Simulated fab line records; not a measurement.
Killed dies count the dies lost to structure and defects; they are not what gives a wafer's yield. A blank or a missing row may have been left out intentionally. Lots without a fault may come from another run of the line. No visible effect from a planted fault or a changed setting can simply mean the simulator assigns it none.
The same fault as seen by 2 desks :: flow gf180mcu :: every desk sees just its own numbers, and what lay behind them comes last

FOR THE TOOL OWNER'S DESK: litho track-04
At GF_M4_SOFTBAKE_10 (time 60 s), the tool's own readings, given per lot that ran on this tool as the mean of the sampled wafers with a number. Marked OUT: a lot whose mean sits more than 4 standard deviations from the usual mean, which makes it out of limits; the brackets give that distance.
Columns: A = chill plate temp C at GF_M4_SOFTBAKE_10, usual 22.97 C; B = heater power total W at GF_M4_SOFTBAKE_10, usual 92.30 W; C = run length s at GF_M4_SOFTBAKE_10, usual 89.16 s
lot: L357
first seen here: day 24 22:08
A: 23.10
B: 92.36
C: 89.12

lot: L358
first seen here: day 25 08:08
A: 23.00
B: 92.33
C: 88.87

lot: L363
first seen here: day 26 18:02
A: 22.92
B: 94.29 (+29) OUT
C: 85.59 (-18) OUT

lot: L364
first seen here: day 26 23:32
A: 22.99
B: 94.26 (+28) OUT
C: 85.62 (-18) OUT
This desk's verdict: out of limits on L363, L364, starting with L363 at day 26 18:02 (heater power total W at GF_M4_SOFTBAKE_10). L357, L358: within limits.

METROLOGY DESK
Lot by lot, what the gauges showed, no matter which tool ran the lot: averages of those sampled wafers that carry a number. Marked OUT: a lot whose mean sits more than 4 standard deviations from the usual mean, which makes it out of limits; the brackets give that distance.
Columns: A = V3_CVD_00_THK at GF_V3_THK_MEAS_01, usual 598 nm; B = M4_ALCU_RS at GF_M4_RS_MEAS_05, usual 0.0694 ohm/sq; C = V4_CVD_02_THK at GF_V4_THK_MEAS_03, usual 851 nm
lot: L352
first seen here: day 21 03:16
A: 595
B: 0.0695
C: 854

lot: L353
first seen here: day 21 17:38
A: 606
B: 0.0693
C: 865

lot: L356
first seen here: day 22 21:14
A: 605
B: 0.0688
C: 855

lot: L357
first seen here: day 23 10:24
A: 597
B: 0.0693
C: 857

lot: L358
first seen here: day 23 21:05
A: 600
B: 0.0689
C: 854

lot: L359
first seen here: day 24 02:57
A: 597
B: 0.0695
C: 853

lot: L360
first seen here: day 24 04:29
A: 596
B: 0.0706
C: 843

lot: L363
first seen here: day 25 08:28
A: 595
B: 0.0692
C: 842

lot: L364
first seen here: day 25 14:47
A: 600
B: 0.0688
C: 841

lot: L371
first seen here: day 27 19:12
A: 599
B: 0.0708
C: 851

lot: L372
first seen here: day 27 21:32
A: 597
B: 0.0697
C: 843

lot: L373
first seen here: day 28 04:19
A: 591
B: 0.0703
C: 851

lot: L374
first seen here: day 28 12:50
A: 603
B: 0.0687
C: 837

lot: L375
first seen here: day 29 03:32
A: 597
B: 0.0700
C: 832
This desk's finding: nothing out of limits on any of the 14 lots.

PUT TOGETHER
On L363, L364, at day 26 18:02, an alarm was possible from the tool owner's desk.
Nothing out of limits was seen by the metrology desk.
The metrology desk has L363, L364 on record, within its limits.
GF_M4_SOFTBAKE_10 was run on litho track-04 by each of the lots named.

WHAT THE SIMULATOR PUT IN
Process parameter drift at GF_M4_SOFTBAKE_10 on litho track-04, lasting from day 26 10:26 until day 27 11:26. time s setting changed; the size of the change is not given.
Lots struck among those shown: L363, L364.
Each desk's first reading out of limits, in hours after the fault started: the tool owner's desk, 8.
